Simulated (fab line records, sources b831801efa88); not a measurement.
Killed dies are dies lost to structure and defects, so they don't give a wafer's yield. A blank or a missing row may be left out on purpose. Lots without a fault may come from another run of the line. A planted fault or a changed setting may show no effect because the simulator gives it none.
Which tool did it? | flow sky130 | 14 lots, 38 wafers sampled, at 3 steps of a route of 708

WHAT THE GAUGES READ, wafer by wafer
SKY_VIA3_CD_MEAS_12: target cd 200 nm.
lot  | measured     | on        | cd_nm (nm)
L654 | day 40 07:49 | cd_sem-01 | 199.7 199.1 198.4
L656 | day 40 12:44 | cd_sem-01 | 201.8 200.5 200.4
L657 | day 40 18:07 | cd_sem-01 | 202.5 202.0 202.7
L658 | day 40 23:32 | cd_sem-02 | 199.9 200.4 199.2
L659 | day 41 04:46 | cd_sem-01 | 202.7 202.3 202.1
L661 | day 41 16:42 | cd_sem-01 | 199.8 200.0 200.0
L662 | day 41 23:39 | cd_sem-02 | 201.0 201.3 200.2
L663 | day 42 09:12 | cd_sem-01 | 199.6 201.4 200.3
L664 | day 42 17:20 | cd_sem-01 | 197.4 197.9 196.8
L665 | day 43 02:12 | cd_sem-01 | 197.1 196.4 197.7
L666 | day 43 04:06 | cd_sem-01 | 200.6 202.6 200.6
L675 | day 45 12:35 | cd_sem-02 | 199.1
L676 | day 45 15:49 | cd_sem-01 | 198.1 197.5 198.4
L677 | day 45 21:20 | cd_sem-02 | 200.7

WHICH TOOL RAN EACH LOT (tool, then ch and the chambers of the sampled wafers, then the start)
lot  | SKY_METAL3_ETCH_16                | SKY_METAL3_ETCH_17
L654 | rie_metal-04 ch 0,1, day 39 04:46 | rie_diel-03 ch 0,1,2, day 39 04:50
L656 | rie_metal-03 ch 0,1, day 39 10:58 | rie_diel-01 ch 0,1,2, day 39 11:04
L657 | rie_metal-02 ch 0,1, day 39 16:28 | rie_diel-03 ch 1,2,3, day 39 16:32
L658 | rie_metal-03 ch 0, day 39 21:17   | rie_diel-02 ch 0,1,3, day 39 21:23
L659 | rie_metal-04 ch 0,1, day 40 02:35 | rie_diel-01 ch 0,3, day 40 02:39
L661 | rie_metal-03 ch 0,1, day 40 15:38 | rie_diel-02 ch 0,1, day 40 15:44
L662 | rie_metal-04 ch 0,1, day 40 21:40 | rie_diel-02 ch 0,1, day 40 21:46
L663 | rie_metal-03 ch 0,1, day 41 07:42 | rie_diel-02 ch 1,2, day 41 07:48
L664 | rie_metal-04 ch 0,1, day 41 16:02 | rie_diel-03 ch 0,1,2, day 41 16:07
L665 | rie_metal-03 ch 0,1, day 42 00:48 | rie_diel-02 ch 0,2,3, day 42 00:54
L666 | rie_metal-02 ch 0, day 42 02:56   | rie_diel-02 ch 2,3, day 42 03:02
L675 | rie_metal-04 ch 0, day 44 13:48   | rie_diel-01 ch 1, day 44 13:50
L676 | rie_metal-04 ch 0,1, day 44 16:05 | rie_diel-02 ch 2,3, day 44 16:09
L677 | rie_metal-03 ch 0, day 44 21:53   | rie_diel-03 ch 0, day 44 21:56
- SKY_METAL3_ETCH_16: etches BARC in N2/H2, stops on SiO2, time 88.2 s, target depth 60 nm.
- SKY_METAL3_ETCH_17: etches SiO2 in C4F8/O2/Ar, stops on TiN, time 3.9 s, target depth 15 nm.

WHAT THE TOOLS THEMSELVES READ (means of the sampled wafers that have a number; where no wafer has one, the mark that the record gives instead)
SKY_METAL3_ETCH_16.
lot  | tool         | drypump_motor_current_A (A) | oes_product_au (a.u.) | throttle_valve_pct (%)
L654 | rie_metal-04 | 5.0                         | 0.625                 | 13.196
L656 | rie_metal-03 | 6.3                         | 0.625                 | 13.204
L657 | rie_metal-02 | 5.5                         | 0.621                 | 13.207
L658 | rie_metal-03 | 5.7                         | 0.623                 | 13.200
L659 | rie_metal-04 | 5.0                         | 0.626                 | 13.211
L661 | rie_metal-03 | 6.3                         | 0.626                 | 13.203
L662 | rie_metal-04 | 4.9                         | 0.626                 | 13.203
L663 | rie_metal-03 | 6.0                         | 0.630                 | 13.197
L664 | rie_metal-04 | 4.9                         | 0.622                 | 13.203
L665 | rie_metal-03 | 6.0                         | 0.630                 | 13.196
L666 | rie_metal-02 | 5.2                         | 0.623                 | 13.203
L675 | rie_metal-04 | 4.7                         | 0.626                 | 13.203
L676 | rie_metal-04 | 5.0                         | 0.628                 | 13.207
L677 | rie_metal-03 | 5.6                         | 0.628                 | 13.203

SKY_METAL3_ETCH_17.
lot  | tool        | oes_product_au (a.u.)
L654 | rie_diel-03 | 0.749
L656 | rie_diel-01 | 0.756
L657 | rie_diel-03 | 0.756
L658 | rie_diel-02 | 0.757
L659 | rie_diel-01 | 0.752
L661 | rie_diel-02 | 0.757
L662 | rie_diel-02 | 0.759
L663 | rie_diel-02 | 0.751
L664 | rie_diel-03 | 0.765
L665 | rie_diel-02 | 0.765
L666 | rie_diel-02 | 0.747
L675 | rie_diel-01 | 0.762
L676 | rie_diel-02 | 0.761
L677 | rie_diel-03 | 0.762

THE ANSWER, worked out from the rows above alone
Rule: what is usual is taken from the lots themselves. Put in order of their means at a reading, lots are off if they are a third of the lots or fewer, leave a main group of 4 or more, and stand apart from it by a gap of 3 or more times the standard deviation of the main group's means; of several such gaps the widest counts. A main group whose means are all the same, to the digits that the tables above print for the reading, isn't used. A lot without any number at a reading at which 4 lots or more have one is off too. The other lots that the step has rows for count as sound. The gauges are gone through in route order, then the tools' own readings, and for those a lot's mean is taken as printed above. The first step at which some lot is off is used, and at that step the reading that is off furthest; a lot without a number counts as furthest.
No lot is off at any reading shown: from this, nothing can be told.

WHAT THE SIMULATOR HAD PUT IN
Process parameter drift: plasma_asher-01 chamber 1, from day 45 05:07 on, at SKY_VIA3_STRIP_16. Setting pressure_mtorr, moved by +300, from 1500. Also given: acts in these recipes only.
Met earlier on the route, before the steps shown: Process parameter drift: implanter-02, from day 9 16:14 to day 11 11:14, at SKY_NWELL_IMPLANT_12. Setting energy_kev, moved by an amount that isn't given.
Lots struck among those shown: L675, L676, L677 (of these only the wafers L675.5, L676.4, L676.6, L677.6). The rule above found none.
